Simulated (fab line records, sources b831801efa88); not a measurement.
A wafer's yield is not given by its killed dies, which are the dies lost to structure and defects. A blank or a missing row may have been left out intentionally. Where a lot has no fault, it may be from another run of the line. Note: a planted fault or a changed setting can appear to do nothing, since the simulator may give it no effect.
Comparing a struck lot with a sound one    flow gf180mcu    14 steps out of a route of 602
Sound: these wafers, L783.1, L783.3, L783.6. The struck wafers were L788.1, L788.3, L788.5. Last of all comes the cause.
At each step with rows: each side's tool, then ch and its chambers, then its first start. Under that, the readings that differ: sound wafers    struck wafers    difference of the means    sigmas: that difference in standard deviations of wafers without a fault.
alike: readings whose means differ by less than 2 such deviations, and words and numbers that are the same on both sides. not compared: withheld readings, readings that some wafer has no value for, bounds like >300 that may hide the same value, and numbers for which the record gives no deviation and whose values overlap.
Wherever a step has rows on one side only, a row that says differs or no value, or a row with sigmas, the two part there. Numbers that have no deviation but don't overlap get no sigmas and don't part them. A reading that every wafer of one side lacks parts them only if that side has two wafers or more.

GF_V3_CD_MEAS_14: the cd target is 260 nm.
  struck on cdSem-02, day 25 12:22; sound on cdSem-02, day 24 08:50
  alike: cdNm
GF_V3_OVL_MEAS_15:
  struck on overlay-02, day 25 12:29; sound on overlay-01, day 24 08:57
  alike: V3_OVL
GF_V3_ETCH_16: etches BARC in N2/H2.
  sound on rieDiel-02 ch 0,1,2, day 24 08:59; struck on rieDiel-01 ch 0,1,3, day 25 12:32
  alike: drypumpMotorCurrentA, oesProductAu, throttleValvePct
GF_V3_ETCH_17: etches SiO2 in C4F8/O2/Ar, stops on TiN, target depth 635 nm.
  sound on rieDiel-02 ch 0,1,2; struck on rieDiel-01 ch 0,1,3
  alike: oesProductAu
GF_V3_STRIP_18: strips in O2/N2.
  sound on plasmaAsher-01 ch 0,1, day 24 09:07; struck on plasmaAsher-04 ch 0,1, day 25 12:40
  alike: drypumpMotorCurrentA, heaterPowerW, oesProductAu
  not compared: rfHoursCounterH
then, 2 steps without rows for these wafers: GF_V3_STRIP_19 (strips in post etch residue remover, time 1200 s); GF_V3_CLEAN_20 (cleans in DIW).
GF_V3_SPUTTER_21: material Ti, target thk 15 nm, time 80.02 s.
  struck on pvdSputter-02, day 25 13:11; sound on pvdSputter-01, day 24 09:41
  alike: throttleValvePct
GF_V3_SPUTTER_22: material TiN, target thk 10 nm, time 40 s.
  struck on pvdSputter-02, day 25 13:15; sound on pvdSputter-01, day 24 09:44
  alike: throttleValvePct
then, 1 step without rows for these wafers: GF_V3_CVD_23 (deposits W, target thk 350 nm, time 104.9 s).
GF_V3_RS_MEAS_24: measurement is done with a four-point probe.
  struck on filmMetro-03, day 25 13:24; sound on filmMetro-02, day 24 09:55
  alike: V3_W_RS
GF_V3_THK_MEAS_25: measures by xrf.
  struck on filmMetro-03, day 25 13:31; sound on filmMetro-02, day 24 10:02
  alike: V3_W_THK
GF_V3_CMP_26: polishes, stops on SiO2, t overpolish 15 s, target thk 0 nm.
  sound on cmp-01 ch 0,2, day 24 10:09; struck on cmp-02 ch 1,2, day 25 13:38
reading              sound                 struck             difference  sigmas
overpolishRunS (s)   15.001 14.999 15.013  0.044 0.034 0.047  -14.963     -99 or more
timeToEndpointS (s)  81 83 82              131 130 131        +49         +13
  alike: motorCurrentA
-- the record jumps here: 6 days lie between the struck wafers' starts before and after (it left off in module V3 and takes up again in module PASSIVATION, whose first step shown is number 602 of the route) --
GF_PASSIVATION_PROBE_99:
  only the struck wafers here have rows in the record (prober-01, day 31 15:16); the sound ones have none

== WHERE THEY PART ==
First at GF_V3_CMP_26; last, within this record, at GF_PASSIVATION_PROBE_99.

WHY: the cause the simulator had injected
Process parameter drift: cmp-02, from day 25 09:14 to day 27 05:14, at GF_V3_CMP_26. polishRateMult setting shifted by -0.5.
